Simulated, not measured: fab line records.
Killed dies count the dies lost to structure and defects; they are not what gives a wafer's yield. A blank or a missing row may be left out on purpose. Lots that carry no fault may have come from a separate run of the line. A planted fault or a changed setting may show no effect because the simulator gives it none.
Which tool is to blame? | flow sky130 | 14 lots with 42 wafers sampled at 6 steps, on a route of 708 steps

WHAT THE GAUGES READ, wafer by wafer
SKY_VT_ADJUST_PCH_TW_MEAS_10.
lot  | measured     | on            | VT_ADJUST_PCH_TW
L275 | day 11 01:40 | film_metro-02 | 143.7 144.1 145.1
L276 | day 11 17:58 | film_metro-03 | 141.3 141.3 141.1
L277 | day 11 23:05 | film_metro-03 | 140.3 141.3 140.7
L282 | day 13 04:26 | film_metro-02 | 30.0 30.0 30.4
L283 | day 13 15:14 | film_metro-01 | 29.7 29.7 29.7
L286 | day 14 10:00 | film_metro-02 | 142.6 143.7 143.1
L287 | day 14 12:43 | film_metro-01 | 141.0 141.5 139.9
L288 | day 14 20:50 | film_metro-02 | 143.9 143.0 143.2
L290 | day 15 20:10 | film_metro-03 | 141.1 141.2 141.3
L291 | day 16 07:23 | film_metro-01 | 141.1 140.9 141.6
L293 | day 16 19:22 | film_metro-02 | 143.7 144.5 144.5
L294 | day 17 05:44 | film_metro-02 | 143.6 143.8 143.4
L295 | day 17 13:28 | film_metro-03 | 140.5 140.9 139.9
L296 | day 17 18:05 | film_metro-03 | 140.7 140.4 140.6

SKY_LDD_HVN_TW_MEAS_10.
lot  | measured     | on            | LDD_HVN_TW
L275 | day 21 11:44 | film_metro-03 | 1406 1406 1411
L276 | day 22 07:35 | film_metro-01 | 1411 1413 1418
L277 | day 22 07:13 | film_metro-03 | 1407 1399 1404
L282 | day 23 19:46 | film_metro-03 | 1402 1416 1410
L283 | day 24 02:52 | film_metro-02 | 1441 1446 1442
L286 | day 24 20:34 | film_metro-03 | 1409 1410 1417
L287 | day 25 00:29 | film_metro-01 | 1401 1409 1410
L288 | day 25 09:08 | film_metro-01 | 1401 1410 1403
L290 | day 26 11:50 | film_metro-01 | 1403 1406 1413
L291 | day 26 23:17 | film_metro-01 | 1398 1415 1410
L293 | day 27 10:38 | film_metro-02 | 1438 1433 1439
L294 | day 28 01:38 | film_metro-03 | 1409 1417 1413
L295 | day 28 04:13 | film_metro-01 | 1402 1395 1394
L296 | day 28 07:41 | film_metro-03 | 1407 1412 1415

SKY_LI_CONTACT_CD_MEAS_12: the cd target is 170 nm.
lot  | measured     | on        | cd_nm (nm)
L275 | day 30 01:45 | cd_sem-02 | 166.8 167.1 167.9
L276 | day 30 23:12 | cd_sem-02 | 170.6 170.3 169.3
L277 | day 30 22:03 | cd_sem-01 | 170.5 171.8 170.0
L282 | day 32 07:08 | cd_sem-02 | 168.8 168.4 166.9
L283 | day 32 11:53 | cd_sem-02 | 169.0 169.4 170.2
L286 | day 33 05:19 | cd_sem-02 | 171.0 170.1 170.7
L287 | day 33 09:20 | cd_sem-02 | 170.5 171.3 170.4
L288 | day 33 13:50 | cd_sem-01 | 170.5 169.3 170.7
L290 | day 35 01:15 | cd_sem-02 | 169.1 169.1 171.1
L291 | day 35 03:06 | cd_sem-01 | 166.0 166.1 166.1
L293 | day 35 10:06 | cd_sem-02 | 169.2 168.7 169.6
L294 | day 36 03:09 | cd_sem-01 | 169.8 169.9 169.8
L295 | day 36 06:00 | cd_sem-02 | 169.7 169.6 170.3
L296 | day 36 07:44 | cd_sem-01 | 168.7 169.8 169.8

WHAT TOOL EACH LOT RAN ON (gives the tool, then ch and the chambers of the sampled wafers, and finally the start)
lot  | SKY_VT_ADJUST_HVTR_STRIP_10          | SKY_VT_ADJUST_PCH_STRIP_09           | SKY_SD_P_STRIP_10
L275 | plasma_asher-04 ch 0,1, day 10 02:13 | plasma_asher-04 ch 0,1, day 11 01:34 | plasma_asher-03 ch 0,1, day 26 12:05
L276 | plasma_asher-04 ch 1, day 10 19:23   | plasma_asher-04 ch 0,1, day 11 17:52 | plasma_asher-03 ch 0,1, day 27 08:35
L277 | plasma_asher-03 ch 0,1, day 11 00:22 | plasma_asher-01 ch 0,1, day 11 22:59 | plasma_asher-04 ch 0,1, day 27 08:17
L282 | plasma_asher-02 ch 0,1, day 12 03:29 | plasma_asher-02 ch 0,1, day 13 04:20 | plasma_asher-02 ch 0,1, day 28 18:29
L283 | plasma_asher-04 ch 0,1, day 12 14:56 | plasma_asher-02 ch 0,1, day 13 15:08 | plasma_asher-02 ch 0,1, day 29 00:38
L286 | plasma_asher-02 ch 0,1, day 13 09:35 | plasma_asher-02 ch 0,1, day 14 09:54 | plasma_asher-04 ch 0,1, day 29 17:54
L287 | plasma_asher-04 ch 0,1, day 13 12:05 | plasma_asher-02 ch 0,1, day 14 12:37 | plasma_asher-02 ch 0,1, day 29 21:51
L288 | plasma_asher-03 ch 0,1, day 13 20:15 | plasma_asher-02 ch 0,1, day 14 20:44 | plasma_asher-02 ch 0,1, day 30 03:00
L290 | plasma_asher-02 ch 0,1, day 14 17:50 | plasma_asher-02 ch 0,1, day 15 20:04 | plasma_asher-03 ch 0, day 31 14:51
L291 | plasma_asher-04 ch 0,1, day 15 03:38 | plasma_asher-04 ch 0,1, day 16 07:17 | plasma_asher-04 ch 0,1, day 31 16:59
L293 | plasma_asher-02 ch 1, day 15 15:24   | plasma_asher-01 ch 0,1, day 16 19:16 | plasma_asher-02 ch 0,1, day 32 03:15
L294 | plasma_asher-03 ch 0,1, day 16 00:57 | plasma_asher-04 ch 0,1, day 17 05:38 | plasma_asher-04 ch 0,1, day 32 18:00
L295 | plasma_asher-04 ch 0,1, day 16 08:31 | plasma_asher-02 ch 0,1, day 17 13:22 | plasma_asher-04 ch 0,1, day 32 21:16
L296 | plasma_asher-04 ch 0,1, day 16 12:45 | plasma_asher-01 ch 0,1, day 17 17:59 | plasma_asher-02 ch 0,1, day 32 21:53
- SKY_VT_ADJUST_HVTR_STRIP_10: strips in O2/N2.
- SKY_VT_ADJUST_PCH_STRIP_09: strips in O2/N2.
- SKY_SD_P_STRIP_10: strips in O2/N2.

AS READ BY THE TOOLS THEMSELVES (means over the sampled wafers that have a number; for cases with no such wafer, the mark the record gives instead)
SKY_VT_ADJUST_HVTR_STRIP_10.
lot  | tool            | chamber_pressure_mTorr (mTorr) | drypump_motor_current_A (A) | oes_product_au (a.u.) | strip_time_to_endpoint_s (s)
L275 | plasma_asher-04 | 1499.6                         | 6.2                         | 0.717                 | 14.17
L276 | plasma_asher-04 | 1500.5                         | 6.5                         | 0.716                 | 14.22
L277 | plasma_asher-03 | 1500.8                         | 5.1                         | 0.716                 | 14.16
L282 | plasma_asher-02 | -                              | -                           | -                     | -
L283 | plasma_asher-04 | -                              | -                           | -                     | -
L286 | plasma_asher-02 | 1500.2                         | 5.5                         | 0.715                 | 14.18
L287 | plasma_asher-04 | 1499.3                         | 6.3                         | 0.711                 | 14.16
L288 | plasma_asher-03 | 1499.0                         | 5.5                         | 0.714                 | 14.18
L290 | plasma_asher-02 | 1501.5                         | 5.5                         | 0.711                 | 14.14
L291 | plasma_asher-04 | 1499.6                         | 6.4                         | 0.716                 | 14.21
L293 | plasma_asher-02 | 1500.6                         | 5.3                         | 0.713                 | 14.19
L294 | plasma_asher-03 | 1500.5                         | 5.5                         | 0.716                 | 14.18
L295 | plasma_asher-04 | 1498.7                         | 6.2                         | 0.711                 | 14.17
L296 | plasma_asher-04 | 1499.4                         | 6.2                         | 0.716                 | 14.25

SKY_VT_ADJUST_PCH_STRIP_09.
lot  | tool            | chamber_pressure_mTorr (mTorr) | drypump_motor_current_A (A) | oes_product_au (a.u.) | strip_time_to_endpoint_s (s)
L275 | plasma_asher-04 | 1500.0                         | 6.3                         | 0.723                 | 36.92
L276 | plasma_asher-04 | 1501.3                         | 6.2                         | 0.723                 | 36.94
L277 | plasma_asher-01 | 1501.9                         | 5.8                         | 0.726                 | 36.92
L282 | plasma_asher-02 | 1500.1                         | 5.4                         | 0.730                 | 53.81
L283 | plasma_asher-02 | 1499.7                         | 5.5                         | 0.726                 | 53.59
L286 | plasma_asher-02 | 1500.1                         | 5.5                         | 0.720                 | 36.85
L287 | plasma_asher-02 | 1500.4                         | 5.5                         | 0.720                 | 36.93
L288 | plasma_asher-02 | 1500.1                         | 5.5                         | 0.720                 | 36.88
L290 | plasma_asher-02 | 1500.1                         | 5.4                         | 0.726                 | 36.99
L291 | plasma_asher-04 | 1501.2                         | 6.3                         | 0.724                 | 36.85
L293 | plasma_asher-01 | 1500.1                         | 5.5                         | 0.723                 | 36.93
L294 | plasma_asher-04 | 1499.7                         | 6.2                         | 0.724                 | 36.94
L295 | plasma_asher-02 | 1501.5                         | 5.4                         | 0.724                 | 36.87
L296 | plasma_asher-01 | 1499.9                         | 5.8                         | 0.722                 | 36.88

SKY_SD_P_STRIP_10.
lot  | tool            | chamber_pressure_mTorr (mTorr) | drypump_motor_current_A (A) | oes_product_au (a.u.) | strip_time_to_endpoint_s (s)
L275 | plasma_asher-03 | 1500.2                         | 5.1                         | 0.616                 | 17.52
L276 | plasma_asher-03 | 1500.5                         | 5.1                         | 0.619                 | 17.52
L277 | plasma_asher-04 | 1500.9                         | 6.3                         | 0.615                 | 17.48
L282 | plasma_asher-02 | 1499.9                         | 5.4                         | 0.617                 | 17.46
L283 | plasma_asher-02 | 1498.8                         | 5.5                         | 0.618                 | 17.52
L286 | plasma_asher-04 | 1500.4                         | 6.3                         | 0.613                 | 17.46
L287 | plasma_asher-02 | 1500.4                         | 5.4                         | 0.614                 | 17.48
L288 | plasma_asher-02 | 1498.9                         | 5.4                         | 0.616                 | 17.45
L290 | plasma_asher-03 | 1501.4                         | 4.7                         | 0.618                 | 17.49
L291 | plasma_asher-04 | 1500.7                         | 6.4                         | 0.615                 | 17.45
L293 | plasma_asher-02 | 1500.0                         | 5.5                         | 0.617                 | 17.60
L294 | plasma_asher-04 | 1499.2                         | 6.3                         | 0.615                 | 17.50
L295 | plasma_asher-04 | 1500.1                         | 6.2                         | 0.617                 | 17.52
L296 | plasma_asher-02 | 1498.5                         | 5.3                         | 0.619                 | 17.45

THE ANSWER, worked out from the rows above alone
Rule: what is usual is taken from the lots themselves. The widest of any qualifying gaps counts: lots, ordered by their means at a reading, are off when they make up no more than a third of the lots, leave a main group of 4 or more, and stand apart from it by 3 or more times the standard deviation of that group's means. If all means in a main group match to the digits the tables above print for the reading, that group is not used. Also off: a lot with no number at a reading for which 4 or more lots have one. The other lots that the step has rows for count as sound. Order of review: gauges by route order, followed by the tools' own readings, for which a lot's mean as printed above is used. The first step at which some lot is off is used, and at that step the reading that is off furthest; a lot without a number counts as furthest.
Off: L282, L283, at SKY_VT_ADJUST_PCH_TW_MEAS_10 (VT_ADJUST_PCH_TW). Mean 142.1 and standard deviation 1.5 in the main group.
If a tool, at a process step before that reading, ran all the lots that are off and no sound lot after the first of them, it fits. Not tried: the gauges at SKY_VT_ADJUST_PCH_TW_MEAS_10; whatever is off there is also off at SKY_VT_ADJUST_HVTR_STRIP_10, on other tools, and gauge error can't account for it. Not one of the candidates tried fits.

WHAT HAD BEEN PUT IN BY THE SIMULATOR
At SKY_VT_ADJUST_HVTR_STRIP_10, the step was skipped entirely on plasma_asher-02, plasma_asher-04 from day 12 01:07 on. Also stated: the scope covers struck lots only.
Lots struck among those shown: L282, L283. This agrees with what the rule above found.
